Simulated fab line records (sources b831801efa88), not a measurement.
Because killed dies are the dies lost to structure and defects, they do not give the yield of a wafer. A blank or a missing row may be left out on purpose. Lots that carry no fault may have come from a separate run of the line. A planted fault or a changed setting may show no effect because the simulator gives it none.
What tool caused it? || flow gf180mcu || Sampling: 13 lots, 39 wafers, 4 of 602 route steps

## WHAT THE GAUGES SHOWED, per wafer
GF_VT_IMPLANT_RS_MEAS_47: uses a four-point probe to measure.
{"lot": "L718", "measured": "day 7 10:50", "on": "film-metro-04", "NWELL_RS (ohm/sq)": "485.3 484.2 484.4"}
{"lot": "L720", "measured": "day 8 03:04", "on": "film-metro-04", "NWELL_RS (ohm/sq)": "484.9 486.1 485.0"}
{"lot": "L721", "measured": "day 8 09:07", "on": "film-metro-02", "NWELL_RS (ohm/sq)": "488.2 488.7 487.9"}
{"lot": "L723", "measured": "day 8 22:52", "on": "film-metro-04", "NWELL_RS (ohm/sq)": "485.4 485.7 484.5"}
{"lot": "L724", "measured": "day 9 05:30", "on": "film-metro-03", "NWELL_RS (ohm/sq)": "489.3 487.0 489.1"}
{"lot": "L725", "measured": "day 9 15:40", "on": "film-metro-02", "NWELL_RS (ohm/sq)": "487.8 486.8 486.2"}
{"lot": "L726", "measured": "day 9 18:44", "on": "film-metro-02", "NWELL_RS (ohm/sq)": "488.2 489.2 487.9"}
{"lot": "L727", "measured": "day 9 23:07", "on": "film-metro-04", "NWELL_RS (ohm/sq)": "486.1 486.2 485.4"}
{"lot": "L729", "measured": "day 10 16:14", "on": "film-metro-03", "NWELL_RS (ohm/sq)": "489.1 489.3 489.8"}
{"lot": "L738", "measured": "day 13 05:14", "on": "film-metro-03", "NWELL_RS (ohm/sq)": "489.4 488.8 489.4"}
{"lot": "L739", "measured": "day 13 08:14", "on": "film-metro-04", "NWELL_RS (ohm/sq)": "485.1 486.5 486.4"}
{"lot": "L740", "measured": "day 13 17:58", "on": "film-metro-03", "NWELL_RS (ohm/sq)": "488.1 488.0 487.2"}
{"lot": "L741", "measured": "day 14 02:41", "on": "film-metro-04", "NWELL_RS (ohm/sq)": "485.3 486.1 486.0"}

GF_POLY_GATE_CD_MEAS_18.
{"lot": "L718", "measured": "day 9 05:05", "on": "cd-sem-01", "cd-nm (nm)": "277.5 279.4 277.1"}
{"lot": "L720", "measured": "day 9 21:44", "on": "cd-sem-02", "cd-nm (nm)": "279.2 279.7 279.4"}
{"lot": "L721", "measured": "day 10 05:14", "on": "cd-sem-02", "cd-nm (nm)": "280.1 277.8 279.9"}
{"lot": "L723", "measured": "day 11 00:33", "on": "cd-sem-01", "cd-nm (nm)": "281.0 281.2 279.9"}
{"lot": "L724", "measured": "day 11 05:59", "on": "cd-sem-02", "cd-nm (nm)": "278.7 278.7 279.2"}
{"lot": "L725", "measured": "day 11 12:57", "on": "cd-sem-01", "cd-nm (nm)": "277.2 280.3 277.0"}
{"lot": "L726", "measured": "day 11 16:57", "on": "cd-sem-02", "cd-nm (nm)": "279.9 280.8 280.1"}
{"lot": "L727", "measured": "day 11 20:23", "on": "cd-sem-02", "cd-nm (nm)": "280.0 278.4 279.8"}
{"lot": "L729", "measured": "day 12 12:22", "on": "cd-sem-02", "cd-nm (nm)": "277.6 278.2 278.3"}
{"lot": "L738", "measured": "day 15 06:46", "on": "cd-sem-01", "cd-nm (nm)": "279.9 282.9 282.1"}
{"lot": "L739", "measured": "day 15 12:15", "on": "cd-sem-02", "cd-nm (nm)": "277.7 280.0 279.4"}
{"lot": "L740", "measured": "day 15 18:32", "on": "cd-sem-02", "cd-nm (nm)": "277.1 281.1 277.1"}
{"lot": "L741", "measured": "day 16 05:11", "on": "cd-sem-02", "cd-nm (nm)": "279.1 276.9 281.6"}

## WHAT TOOL EACH LOT RAN ON (gives the tool, then ch and the chambers of the sampled wafers, and finally the start)
{"lot": "L718", "GF_VT_IMPLANT_RTA_45": "rtp-anneal-02 ch 0, day 7 10:37", "GF_POLY_GATE_ETCH_13": "rie-si-02 ch 0,1,2, day 9 02:02"}
{"lot": "L720", "GF_VT_IMPLANT_RTA_45": "rtp-anneal-01 ch 0, day 8 02:50", "GF_POLY_GATE_ETCH_13": "rie-si-01 ch 0,1,2, day 9 17:53"}
{"lot": "L721", "GF_VT_IMPLANT_RTA_45": "rtp-anneal-02 ch 0, day 8 08:53", "GF_POLY_GATE_ETCH_13": "rie-si-02 ch 0,2,3, day 10 03:43"}
{"lot": "L723", "GF_VT_IMPLANT_RTA_45": "rtp-anneal-01 ch 0, day 8 22:39", "GF_POLY_GATE_ETCH_13": "rie-si-02 ch 0,1,2, day 10 21:34"}
{"lot": "L724", "GF_VT_IMPLANT_RTA_45": "rtp-anneal-02 ch 0, day 9 05:17", "GF_POLY_GATE_ETCH_13": "rie-si-02 ch 1,3, day 11 04:28"}
{"lot": "L725", "GF_VT_IMPLANT_RTA_45": "rtp-anneal-02 ch 0, day 9 15:26", "GF_POLY_GATE_ETCH_13": "rie-si-02 ch 1,2,3, day 11 11:19"}
{"lot": "L726", "GF_VT_IMPLANT_RTA_45": "rtp-anneal-01 ch 0, day 9 18:31", "GF_POLY_GATE_ETCH_13": "rie-si-02 ch 1,3, day 11 14:58"}
{"lot": "L727", "GF_VT_IMPLANT_RTA_45": "rtp-anneal-01 ch 0, day 9 22:53", "GF_POLY_GATE_ETCH_13": "rie-si-02 ch 0,2, day 11 18:37"}
{"lot": "L729", "GF_VT_IMPLANT_RTA_45": "rtp-anneal-02 ch 0, day 10 16:01", "GF_POLY_GATE_ETCH_13": "rie-si-01 ch 0,3, day 12 10:49"}
{"lot": "L738", "GF_VT_IMPLANT_RTA_45": "rtp-anneal-01 ch 0, day 13 05:01", "GF_POLY_GATE_ETCH_13": "rie-si-01 ch 0,1,3, day 15 04:52"}
{"lot": "L739", "GF_VT_IMPLANT_RTA_45": "rtp-anneal-02 ch 0, day 13 08:01", "GF_POLY_GATE_ETCH_13": "rie-si-02 ch 1,2, day 15 10:13"}
{"lot": "L740", "GF_VT_IMPLANT_RTA_45": "rtp-anneal-01 ch 0, day 13 17:44", "GF_POLY_GATE_ETCH_13": "rie-si-01 ch 1,3, day 15 16:58"}
{"lot": "L741", "GF_VT_IMPLANT_RTA_45": "rtp-anneal-01 ch 0, day 14 02:28", "GF_POLY_GATE_ETCH_13": "rie-si-02 ch 0,2,3, day 16 02:31"}
- GF_VT_IMPLANT_RTA_45: time 30 s.
- GF_POLY_GATE_ETCH_13: etches poly-Si in HBr/Cl2, stops on SiO2, target depth 198.5 nm, time 69.6 s.

## WHAT THE TOOLS THEMSELVES READ (means of the sampled wafers that have a number; where no wafer has one, the mark that the record gives instead)
GF_VT_IMPLANT_RTA_45.
{"lot": "L718", "tool": "rtp-anneal-02", "chamber-o2-ppm": 2.020, "lamp-power-pct (%)": 31.1, "wafer_temp_C_max": 1056.1}
{"lot": "L720", "tool": "rtp-anneal-01", "chamber-o2-ppm": 1.997, "lamp-power-pct (%)": 35.3, "wafer_temp_C_max": 1052.8}
{"lot": "L721", "tool": "rtp-anneal-02", "chamber-o2-ppm": 2.015, "lamp-power-pct (%)": 31.1, "wafer_temp_C_max": 1056.6}
{"lot": "L723", "tool": "rtp-anneal-01", "chamber-o2-ppm": 2.009, "lamp-power-pct (%)": 35.3, "wafer_temp_C_max": 1052.9}
{"lot": "L724", "tool": "rtp-anneal-02", "chamber-o2-ppm": 1.999, "lamp-power-pct (%)": 31.1, "wafer_temp_C_max": 1054.8}
{"lot": "L725", "tool": "rtp-anneal-02", "chamber-o2-ppm": 1.980, "lamp-power-pct (%)": 31.1, "wafer_temp_C_max": 1055.4}
{"lot": "L726", "tool": "rtp-anneal-01", "chamber-o2-ppm": 1.959, "lamp-power-pct (%)": 35.3, "wafer_temp_C_max": 1054.0}
{"lot": "L727", "tool": "rtp-anneal-01", "chamber-o2-ppm": 1.974, "lamp-power-pct (%)": 35.3, "wafer_temp_C_max": 1053.3}
{"lot": "L729", "tool": "rtp-anneal-02", "chamber-o2-ppm": 2.005, "lamp-power-pct (%)": 31.1, "wafer_temp_C_max": 1054.4}
{"lot": "L738", "tool": "rtp-anneal-01", "chamber-o2-ppm": 2.004, "lamp-power-pct (%)": 35.2, "wafer_temp_C_max": 1053.5}
{"lot": "L739", "tool": "rtp-anneal-02", "chamber-o2-ppm": 2.020, "lamp-power-pct (%)": 31.1, "wafer_temp_C_max": 1055.9}
{"lot": "L740", "tool": "rtp-anneal-01", "chamber-o2-ppm": 2.003, "lamp-power-pct (%)": 35.3, "wafer_temp_C_max": 1053.0}
{"lot": "L741", "tool": "rtp-anneal-01", "chamber-o2-ppm": 1.973, "lamp-power-pct (%)": 35.2, "wafer_temp_C_max": 1053.7}

GF_POLY_GATE_ETCH_13.
{"lot": "L718", "tool": "rie-si-02", "chamber-pressure-mTorr (mTorr)": 9.999, "drypump-motor-current-A (A)": 5.8, "oes-product-au (a.u.)": 0.989, "run-length-s (s)": 97.6, "throttle-valve-pct (%)": 33.685}
{"lot": "L720", "tool": "rie-si-01", "chamber-pressure-mTorr (mTorr)": 10.001, "drypump-motor-current-A (A)": 6.0, "oes-product-au (a.u.)": 0.997, "run-length-s (s)": 97.7, "throttle-valve-pct (%)": 33.676}
{"lot": "L721", "tool": "rie-si-02", "chamber-pressure-mTorr (mTorr)": 9.995, "drypump-motor-current-A (A)": 5.5, "oes-product-au (a.u.)": 0.987, "run-length-s (s)": 97.4, "throttle-valve-pct (%)": 33.688}
{"lot": "L723", "tool": "rie-si-02", "chamber-pressure-mTorr (mTorr)": 10.001, "drypump-motor-current-A (A)": 5.8, "oes-product-au (a.u.)": 0.985, "run-length-s (s)": 98.0, "throttle-valve-pct (%)": 33.677}
{"lot": "L724", "tool": "rie-si-02", "chamber-pressure-mTorr (mTorr)": 10.005, "drypump-motor-current-A (A)": 5.6, "oes-product-au (a.u.)": 0.985, "run-length-s (s)": 97.5, "throttle-valve-pct (%)": 33.676}
{"lot": "L725", "tool": "rie-si-02", "chamber-pressure-mTorr (mTorr)": 10.001, "drypump-motor-current-A (A)": 5.5, "oes-product-au (a.u.)": 0.998, "run-length-s (s)": 98.0, "throttle-valve-pct (%)": 33.684}
{"lot": "L726", "tool": "rie-si-02", "chamber-pressure-mTorr (mTorr)": 10.001, "drypump-motor-current-A (A)": 5.6, "oes-product-au (a.u.)": 0.992, "run-length-s (s)": 97.6, "throttle-valve-pct (%)": 33.678}
{"lot": "L727", "tool": "rie-si-02", "chamber-pressure-mTorr (mTorr)": 10.000, "drypump-motor-current-A (A)": 5.8, "oes-product-au (a.u.)": 0.995, "run-length-s (s)": 83.5, "throttle-valve-pct (%)": 33.697}
{"lot": "L729", "tool": "rie-si-01", "chamber-pressure-mTorr (mTorr)": 9.997, "drypump-motor-current-A (A)": 5.7, "oes-product-au (a.u.)": 0.997, "run-length-s (s)": 97.6, "throttle-valve-pct (%)": 33.690}
{"lot": "L738", "tool": "rie-si-01", "chamber-pressure-mTorr (mTorr)": 9.998, "drypump-motor-current-A (A)": 5.7, "oes-product-au (a.u.)": 0.979, "run-length-s (s)": 97.6, "throttle-valve-pct (%)": 33.690}
{"lot": "L739", "tool": "rie-si-02", "chamber-pressure-mTorr (mTorr)": 10.004, "drypump-motor-current-A (A)": 5.8, "oes-product-au (a.u.)": 0.996, "run-length-s (s)": 98.1, "throttle-valve-pct (%)": 33.682}
{"lot": "L740", "tool": "rie-si-01", "chamber-pressure-mTorr (mTorr)": 10.000, "drypump-motor-current-A (A)": 5.3, "oes-product-au (a.u.)": 0.990, "run-length-s (s)": 97.7, "throttle-valve-pct (%)": 33.672}
{"lot": "L741", "tool": "rie-si-02", "chamber-pressure-mTorr (mTorr)": 9.998, "drypump-motor-current-A (A)": 5.5, "oes-product-au (a.u.)": 0.992, "run-length-s (s)": 97.6, "throttle-valve-pct (%)": 33.686}

## THE ANSWER, worked out from the rows above alone
Rule: what is usual is taken from the lots themselves. The widest of any qualifying gaps counts: lots, ordered by their means at a reading, are off when they make up no more than a third of the lots, leave a main group of 4 or more, and stand apart from it by 3 or more times the standard deviation of that group's means. A main group whose means are all the same, to the digits that the tables above print for the reading, isn't used. A lot without any number at a reading at which 4 lots or more have one is off too. The other lots that the step has rows for count as sound. Order of review: gauges by route order, followed by the tools' own readings, for which a lot's mean as printed above is used. At the first step where some lot is off, the reading lying furthest off is the one used; lots without a number count as furthest.
Off, at GF_POLY_GATE_ETCH_13 on run-length-s: L727. Main group: mean 97.7 s, sd 0.21.
A tool fits if, at that step or a process step before it, it ran every lot that is off, and no sound lot after the first of them. Of those tried, none fits.

## WHAT WAS PUT IN BY THE SIMULATOR
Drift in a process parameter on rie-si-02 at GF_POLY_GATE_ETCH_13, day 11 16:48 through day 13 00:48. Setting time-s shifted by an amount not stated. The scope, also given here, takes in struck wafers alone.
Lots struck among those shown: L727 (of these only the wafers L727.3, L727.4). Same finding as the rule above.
